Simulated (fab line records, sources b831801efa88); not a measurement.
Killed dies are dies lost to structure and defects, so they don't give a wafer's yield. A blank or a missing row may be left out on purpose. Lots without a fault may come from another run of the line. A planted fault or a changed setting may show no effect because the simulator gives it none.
fab line records | flow sky130
record lots=13 wafers=39 last_day=50
route steps=708 shown METAL1@450 VIA1@460 METAL2@485 PAD_OPEN@708
lots that met no fault: from a run of the same line without faults
start_h: hours from the record's first day to the start of the lot's first wafer shown | wait_h: hours since the lot's step before | " the same as in the row above | L1.1+2: a row that stands for several wafers | - no value, or no start given | * or withheld: withheld | < > ~ a bound
route shown NAME@n: a module of which the file shows steps, and the number in the route of the first | usual: mean/standard deviation of fault-free wafers | same: alike in all rows | chamber/n: place in a boat | sites: the reading at each site | _std_site: their standard deviation | _edge_site: outer sites' mean less inner sites' | radius_mm: how far each site lies from the wafer's centre | mask NAME#n: copy n | behind: the tool/chamber that last shaped the wafer | hold: why the lot was held/for how many hours/how that ended | device: the transistor (n, p or np) that didn't switch | end of line: the same wafers' tests at the end of the route | a step without rows: its recipe alone | killed: dies lost to structure and defects at the first sort, not the wafer's yield | map: a wafer's dies, x killed, . not, _ none there
set.NAME: the setting as run; set.NAME@STEP: as run at that earlier step | model.NAME: the simulator's own value behind a step, which no gauge read
steps of the route over a sample of lots; a table a step, a row a wafer
services: from which hour (start_h, from the record's first day; less than 0 if before it) a tool's chamber was out of use, for how many hours, and why
## steps
# step SKY_METAL1_OVL_MEAS_16
# usual METAL1_OVL=3/6.3
# columns lot.wafer tool chamber start_h wait_h METAL1_OVL[nm]
L149.1 overlay-02 - 781.09 0.1 1
L149.3 " - " " 3
L149.5 " - " " 1
L150.2 overlay-02 - 806.49 0.1 -4
L150.4 " - " " 0
L150.5 " - " " 3
L152.2 overlay-02 - 813.01 0.1 -12
L152.3 " - " " -3
L152.4 " - " " 1
L153.2 overlay-01 - 817.56 0.1 3
L153.3 " - " " 0
L153.5 " - " " -2
L156.2 overlay-01 - 825.54 0.1 -2
L156.3 " - " " 3
L156.4 " - " " 8
L155.1 overlay-01 - 828.25 0.1 9
L155.3 " - " " 4
L155.4 " - " " 12
L163.1 overlay-02 - 900.05 0.1 7
L163.2 " - " " 1
L163.4 " - " " 6
L165.3 overlay-01 - 901.01 0.1 3
L165.5 " - " " -1
L165.6 " - " " 0
L164.1 overlay-02 - 901.59 0.1 9
L164.3 " - " " 7
L164.6 " - " " 10
L167.2 overlay-02 - 908.51 0.1 3
L167.4 " - " " -4
L167.6 " - " " -3
L168.2 overlay-02 - 919.96 0.1 11
L168.3 " - " " 11
L168.4 " - " " 10
L169.2 overlay-01 - 925.39 0.1 -3
L169.4 " - " " -6
L169.5 " - " " -4
L171.2 overlay-01 - 932.69 0.1 -8
L171.5 " - " " 7
L171.6 " - " " -3
# step SKY_VIA1_CMP_02
# recipe material=SiO2 down_force_psi=4 platen_rpm=60 pad_velocity_m_s=0.94248
# usual motor_current_A=12.2/1
# columns lot.wafer tool chamber start_h wait_h motor_current_A
L149.3 cmp-01 0 782.17 0.1 11.0
L149.1 " 1 " " 13.9
L149.5 " 3 " " 12.1
L150.4 cmp-02 3 807.47 0.0 11.5
L150.2 " 2 " " 10.9
L150.5 " 3 " " 11.6
L152.4 cmp-01 2 814.03 0.0 11.6
L152.3 " 3 " " 13.0
L152.2 " 0 " " 11.0
L153.3 cmp-01 0 818.81 0.0 11.0
L153.2 " 3 " " 12.4
L153.5 " 0 " " 12.0
L156.4 cmp-01 0 826.72 0.2 11.1
L156.2 " 1 " " 14.0
L156.3 " 3 " " 11.9
L155.1 cmp-01 0 829.68 0.1 10.5
L155.3 " 2 " " 11.8
L155.4 " 3 " " 12.0
L163.1 cmp-02 3 901.03 0.1 11.5
L163.4 " 0 " " 12.4
L163.2 " 1 " " 12.5
L165.3 cmp-01 1 901.98 0.0 13.7
L165.6 " 1 " " 13.7
L165.5 " 2 " " 11.5
L164.3 cmp-02 3 902.62 0.1 12.1
L164.1 " 0 " " 12.1
L164.6 " 2 " " 11.1
L167.4 cmp-01 1 909.64 0.2 14.3
L167.2 " 0 " " 10.8
L167.6 " 1 " " 14.3
L168.3 cmp-01 1 920.94 0.0 13.7
L168.4 " 3 " " 11.9
L168.2 " 0 " " 11.7
L169.2 cmp-02 1 927.01 0.0 12.3
L169.4 " 2 " " 10.8
L169.5 " 1 " " 11.8
L171.2 cmp-01 3 933.91 0.1 11.8
L171.6 " 2 " " 12.4
L171.5 " 3 " " 11.8
# step SKY_VIA1_SPUTTER_20
# recipe material=TiN target_thk_nm=20 chamber_pressure_pa=5 power_w=4000 time_s=80
# usual cathode_dc_power_W=4000.1/0.75 throttle_valve_pct=29.9/1.2
# columns lot.wafer tool chamber start_h wait_h cathode_dc_power_W throttle_valve_pct
L149.1 pvd_sputter-04 - 811.12 0.0 3999.2 31.0
L149.3 " - " " 4000.8 30.0
L149.5 " - " " 4000.1 28.9
L150.2 pvd_sputter-01 - 834.56 0.0 4001.0 30.2
L150.4 " - " " 4000.2 28.1
L150.5 " - " " 3999.1 30.7
L152.2 pvd_sputter-02 - 841.34 0.0 3999.5 29.3
L152.3 " - " " 4000.7 29.1
L152.4 " - " " 4001.5 31.5
L153.2 pvd_sputter-04 - 845.97 0.0 4000.4 28.8
L153.3 " - " " 4000.5 30.6
L153.5 " - " " 3999.9 30.8
L156.2 pvd_sputter-04 - 853.81 0.0 3999.8 30.5
L156.3 " - " " 3999.2 29.1
L156.4 " - " " 3999.5 31.2
L155.1 pvd_sputter-02 - 856.72 0.0 3999.3 28.5
L155.3 " - " " 4000.9 31.7
L155.4 " - " " 3999.3 29.4
L163.1 pvd_sputter-04 - 925.86 0.0 4000.4 29.9
L163.2 " - " " 4000.5 30.6
L163.4 " - " " 3999.7 30.8
L165.3 pvd_sputter-02 - 927.18 0.0 3999.9 31.7
L165.5 " - " " 4001.4 29.5
L165.6 " - " " 3999.8 28.1
L164.1 pvd_sputter-01 - 927.76 0.0 4001.4 30.4
L164.3 " - " " 3998.9 30.5
L164.6 " - " " 3999.9 30.4
L167.2 pvd_sputter-02 - 935.51 0.0 3999.4 29.0
L167.4 " - " " 3999.4 28.0
L167.6 " - " " 4000.6 31.8
L168.2 pvd_sputter-02 - 946.16 0.0 4000.0 28.1
L168.3 " - " " 4000.5 31.6
L168.4 " - " " 4000.5 29.4
L169.2 pvd_sputter-02 - 951.76 0.0 4000.9 31.9
L169.4 " - " " 3999.7 29.2
L169.5 " - " " 4000.8 31.8
L171.2 pvd_sputter-04 - 958.86 0.0 4000.2 30.1
L171.5 " - " " 4000.1 29.9
L171.6 " - " " 3998.5 30.8
# step SKY_METAL2_SPUTTER_02
# recipe material=AlCu target_thk_nm=250 power_w=10600 time_s=13.3 chamber_pressure_pa=0.4
# usual cathode_dc_power_W=10600/1.8 throttle_valve_pct=30.6/0.9
# columns lot.wafer tool chamber start_h wait_h cathode_dc_power_W throttle_valve_pct
L149.1 pvd_sputter-03 - 811.80 0.0 10600 31.3
L149.3 " - " " 10598 30.2
L149.5 " - " " 10600 30.9
L150.2 pvd_sputter-03 - 835.24 0.0 10601 31.8
L150.4 " - " " 10599 30.6
L150.5 " - " " 10599 31.6
L152.2 pvd_sputter-03 - 842.03 0.0 10597 31.2
L152.3 " - " " 10602 31.8
L152.4 " - " " 10599 30.6
L153.2 pvd_sputter-01 - 846.65 0.0 10602 30.2
L153.3 " - " " 10600 30.6
L153.5 " - " " 10602 30.7
L156.2 pvd_sputter-03 - 854.49 0.0 10328 30.4
L156.3 " - " " 10328 31.8
L156.4 " - " " 10329 30.3
L155.1 pvd_sputter-03 - 857.40 0.0 10329 30.5
L155.3 " - " " 10327 31.6
L155.4 " - " " 10328 30.5
L163.1 pvd_sputter-04 - 926.54 0.0 10596 30.4
L163.2 " - " " 10603 31.1
L163.4 " - " " 10597 30.2
L165.3 pvd_sputter-03 - 927.86 0.0 10602 30.3
L165.5 " - " " 10600 31.1
L165.6 " - " " 10599 30.4
L164.1 pvd_sputter-04 - 928.45 0.0 10600 30.9
L164.3 " - " " 10599 29.8
L164.6 " - " " 10599 31.1
L167.2 pvd_sputter-01 - 936.19 0.0 10599 30.6
L167.4 " - " " 10599 28.3
L167.6 " - " " 10604 30.5
L168.2 pvd_sputter-03 - 946.85 0.0 10600 31.4
L168.3 " - " " 10602 30.7
L168.4 " - " " 10601 31.7
L169.2 pvd_sputter-03 - 952.45 0.0 10596 30.4
L169.4 " - " " 10601 30.6
L169.5 " - " " 10597 30.3
L171.2 pvd_sputter-03 - 959.76 0.0 10599 31.1
L171.5 " - " " 10601 31.3
L171.6 " - " " 10599 30.4
# step SKY_PAD_OPEN_PROBE_99
# usual defect_limited_yield=82.3/1.9 killed_at_M0_to_M3=44/7.3 killed_at_M4_up=3.4/1.7 killed_at_contacts=24/5.3 killed_at_front_end=15/4.1 killed_at_other=0.4/0.68 killed_dies=87/9.5 killed_open=48/7.1 killed_short=39/5.8 sort_bin_3_pad_short=0.8/0.39 sort_bin_5_function=10.4/1.4 sort_bin_6_memory=6.5/1.1 sort_n_pass=405/9.5 sort_yield_pct=82.3/1.9
# same gross_dies=492 killed_at_back_side=0 sort_bin_4_leakage[%]=0 sort_bin_8_speed[%]=0
# columns lot.wafer tool chamber start_h wait_h defect_limited_yield[%] killed_at_M0_to_M3 killed_at_M4_up killed_at_contacts killed_at_front_end killed_at_other killed_dies killed_open killed_short sort_bin_3_pad_short[%] sort_bin_5_function[%] sort_bin_6_memory[%] sort_n_pass sort_yield_pct[%]
L168.2 prober-02 - 1190.44 0.1 85.4 34 5 16 17 0 72 35 37 0.8 8.1 5.7 420 85.4
L168.3 prober-02 - 1190.49 0.2 82.3 48 2 25 11 1 87 53 32 0.2 11.4 6.1 405 82.3
L168.4 prober-02 - 1190.54 0.2 83.1 38 3 33 9 0 83 45 36 0.4 11.8 4.7 409 83.1
# killed by level:class
L168.2 VIA1:geometric_particle:open=7 FIELD_ISO:geometric_particle:open=5 POLY_GATE:geometric_particle:short=5 METAL1:geometric_particle:short=5 VIA3:geometric_particle:open=5 LOCAL_INTERCONNECT:geometric_particle:short=4 CONTACT:geometric_particle:open=4 VIA3:geometric_particle:short=4
L168.3 CONTACT:geometric_particle:open=11 LI_CONTACT:geometric_particle:open=8 VIA1:geometric_particle:open=7 VIA1:geometric_particle:short=7 VIA3:geometric_particle:short=6 VIA2:geometric_particle:open=6 VIA3:geometric_particle:open=6 FIELD_ISO:geometric_particle:open=5
L168.4 CONTACT:geometric_particle:open=15 VIA1:geometric_particle:open=9 METAL1:geometric_particle:short=7 LI_CONTACT:geometric_particle:open=6 CONTACT:geometric_particle:short=6 VIA1:geometric_particle:short=6 VIA3:geometric_particle:open=5 FIELD_ISO:geometric_particle:open=4
## services
# columns tool chamber start_h hours kind
cmp-01 - 797.76 6.6 pm
pvd_sputter-04 - 813.47 4.0 repair
pvd_sputter-03 - 820.28 5.5 repair
cmp-02 - 821.63 5.8 pm
cmp-01 - 883.55 3.3 repair
cmp-02 - 884.73 3.4 repair
cmp-01 - 889.07 6.7 repair
cmp-02 - 889.42 0.8 repair
cmp-01 - 912.00 4.0 pm
cmp-01 - 916.00 - consumable_replace:conditioner
cmp-01 - 916.00 - consumable_replace:pad
cmp-02 - 917.92 3.2 repair
cmp-01 - 956.21 36.2 repair
## key
first_sign step=SKY_METAL2_SPUTTER_02 reading=cathode_dc_power_W direction=down sigmas=99+ usual=10600 struck=10328
effect none on later readings
met_at SKY_METAL2_SPUTTER_02
struck_lots L155,L156
not_acting_at SKY_METAL1_OVL_MEAS_16,SKY_VIA1_CMP_02,SKY_VIA1_SPUTTER_20
onset_between 842.03 854.49
fault kind=process_parameter_drift tool=pvd_sputter-03 chamber=- onset_h=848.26 steps=SKY_METAL2_SPUTTER_02 channel=power_w offset=* shape=step end_h=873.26 acts_in=* stated=*
